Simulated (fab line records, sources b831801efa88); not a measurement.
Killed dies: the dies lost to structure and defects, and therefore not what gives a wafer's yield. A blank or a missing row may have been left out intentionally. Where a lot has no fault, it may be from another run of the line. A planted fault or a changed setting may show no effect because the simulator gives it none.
Which of the tools did it? | flow sky130 | Sampling: 15 lots, 45 wafers, 4 of 708 route steps

WHAT EACH GAUGE READ, for each wafer
SKY_FIELD_ISO_CD_MEAS_13 targets a cd of 150 nm. Usual: cd nm reads 149.8 nm (standard deviation 1.8).
lot  | measured    | on        | cd nm (nm)        | flag
L995 | day 2 06:11 | cd sem-01 | 153.5 153.5 152.5 |
L996 | day 2 12:12 | cd sem-01 | 150.1 150.4 151.9 |
L100 | day 3 07:29 | cd sem-01 | 150.3 149.7 149.1 |
L101 | day 3 12:19 | cd sem-02 | 149.3 146.4 148.7 |
L102 | day 3 17:16 | cd sem-01 | 149.7 150.3 151.2 |
L103 | day 3 23:33 | cd sem-01 | 147.8 150.0 148.2 |
L107 | day 4 21:41 | cd sem-01 | 152.5 152.6 153.2 |
L108 | day 5 01:21 | cd sem-01 | 153.4 152.4 153.5 |
L109 | day 5 08:52 | cd sem-01 | 148.8 148.5 151.5 |
L110 | day 5 14:26 | cd sem-02 | 149.5 149.7 149.2 |
L112 | day 5 23:46 | cd sem-02 | 150.4 151.3 151.2 |
L113 | day 6 03:58 | cd sem-02 | 148.3 148.3 147.2 |
L114 | day 6 07:30 | cd sem-02 | 147.2 146.9 146.1 |
L115 | day 6 14:16 | cd sem-01 | 151.2 151.0 151.6 |
L117 | day 7 00:34 | cd sem-01 | 150.1 149.4 150.2 |

SKY_NWELL_THK_MEAS_02. Usual: NWELL_OXIDATION_THK typically reads 10.11 nm, with standard deviation 0.19.
lot  | measured    | on            | NWELL_OXIDATION_THK (nm) | flag
L995 | day 2 13:46 | film metro-01 | 10.03 10.20 10.19        |
L996 | day 2 19:02 | film metro-03 | 9.91 9.93 10.03          |
L103 | day 4 08:35 | film metro-01 | 10.09 9.97 10.17         |
L107 | day 5 05:07 | film metro-03 | 10.51 10.41 10.52        |
L108 | day 5 08:01 | film metro-02 | 10.29 10.28 10.29        |
L109 | day 5 17:28 | film metro-02 | 9.97 10.18 10.20         |
L110 | day 5 23:24 | film metro-02 | 10.08 10.03 10.12        |
L112 | day 6 10:11 | film metro-02 | 10.20 10.21 9.92         |
L113 | day 6 11:36 | film metro-02 | 10.12 10.25 10.12        |
L114 | day 6 16:00 | film metro-03 | 10.48 10.41 10.20        |
L115 | day 6 23:04 | film metro-03 | 9.90 9.94 9.97           |
L117 | day 7 08:32 | film metro-01 | 10.16 10.21 10.17        |

SKY_NWELL_TW_MEAS_15. Usual: NWELL_TW typically reads 1815, with standard deviation 15.
lot  | measured     | on            | NWELL_TW       | flag
L995 | day 4 20:34  | film metro-03 | 1809 1808 1816 |
L996 | day 5 00:08  | film metro-02 | 1829 1828 1832 |
L103 | day 6 18:41  | film metro-03 | 1812 1813 1810 |
L107 | day 7 15:36  | film metro-03 | 1816 1814 1817 |
L108 | day 7 18:32  | film metro-01 | 1805 1794 1805 |
L109 | day 8 05:04  | film metro-02 | 1835 1834 1835 |
L110 | day 8 11:00  | film metro-03 | 1814 1823 1828 |
L112 | day 8 22:35  | film metro-01 | 1816 1809 1815 |
L113 | day 9 00:37  | film metro-01 | 1813 1805 1813 |
L114 | day 9 06:29  | film metro-02 | 1838 1853 1852 |
L115 | day 9 16:00  | film metro-01 | 1807 1799 1816 |
L117 | day 10 01:16 | film metro-02 | 1835 1841 1831 |

WHAT TOOL EACH LOT RAN ON (gives the tool, then ch and the chambers of the sampled wafers, and finally the start)
lot  | SKY_FIELD_ISO_ANNEAL_26
L995 | furnace-01 ch 0, day 2 09:54
L996 | furnace-01 ch 0, day 2 14:15
L100 | furnace-02, day 3 13:25
L101 | furnace-02, day 3 16:10
L102 | furnace-01, day 3 21:22
L103 | furnace-01 ch 0, day 4 04:47
L107 | furnace-02 ch 0, day 5 01:16
L108 | furnace-01 ch 0, day 5 04:04
L109 | furnace-02 ch 0, day 5 12:00
L110 | furnace-01 ch 0, day 5 18:59
L112 | furnace-02 ch 0, day 6 04:58
L113 | furnace-01 ch 0, day 6 07:17
L114 | furnace-01 ch 0, day 6 11:35
L115 | furnace-02 ch 0, day 6 17:40
L117 | furnace-01 ch 0, day 7 04:39
- SKY_FIELD_ISO_ANNEAL_26: time 1800 s.

WHAT THE TOOLS THEMSELVES READ (means of the sampled wafers that have a number; where no wafer has one, the mark that the record gives instead)
SKY_FIELD_ISO_ANNEAL_26. Usual: spike tc bottom C 1016.0 C, standard deviation 1.7; spike tc centre C 1001.2 C, standard deviation 1.3.
lot  | tool       | spike tc bottom C (C) | spike tc centre C (C) | flag
L995 | furnace-01 | 1015.3                | 1002.3                |
L996 | furnace-01 | 1015.3                | 1001.8                |
L100 | furnace-02 | -                     | -                     | OFF
L101 | furnace-02 | -                     | -                     | OFF
L102 | furnace-01 | -                     | -                     | OFF
L103 | furnace-01 | 1014.7                | 1001.9                |
L107 | furnace-02 | 1018.2                | 999.9                 |
L108 | furnace-01 | 1014.4                | 1001.9                |
L109 | furnace-02 | 1018.3                | 999.3                 |
L110 | furnace-01 | 1014.5                | 1001.7                |
L112 | furnace-02 | 1018.6                | 999.6                 |
L113 | furnace-01 | 1015.2                | 1001.9                |
L114 | furnace-01 | 1015.3                | 1001.2                |
L115 | furnace-02 | 1018.3                | 999.7                 |
L117 | furnace-01 | 1014.0                | 1001.1                |

THE ANSWER, worked out from the rows above alone
Rule: lot off if the mean of its wafers having a number is beyond 3 standard deviations from the usual mean. A lot without any number at a reading at which 4 lots or more have one is off too. The other lots that the step has rows for count as sound. First the gauges in route order, then the tools' own readings, where a lot's mean is used as printed above. The first step at which some lot is off is used, and at that step the reading that is off furthest; a lot without a number counts as furthest.
Off at SKY_FIELD_ISO_ANNEAL_26 (spike tc bottom C): L100, L101, L102. Without a number there: L100, L101, L102.
A tool fits if, at that step or a process step before it, it ran every lot that is off, and no sound lot after the first of them. Not one of the candidates tried fits.

WHAT THE SIMULATOR HAD INSERTED
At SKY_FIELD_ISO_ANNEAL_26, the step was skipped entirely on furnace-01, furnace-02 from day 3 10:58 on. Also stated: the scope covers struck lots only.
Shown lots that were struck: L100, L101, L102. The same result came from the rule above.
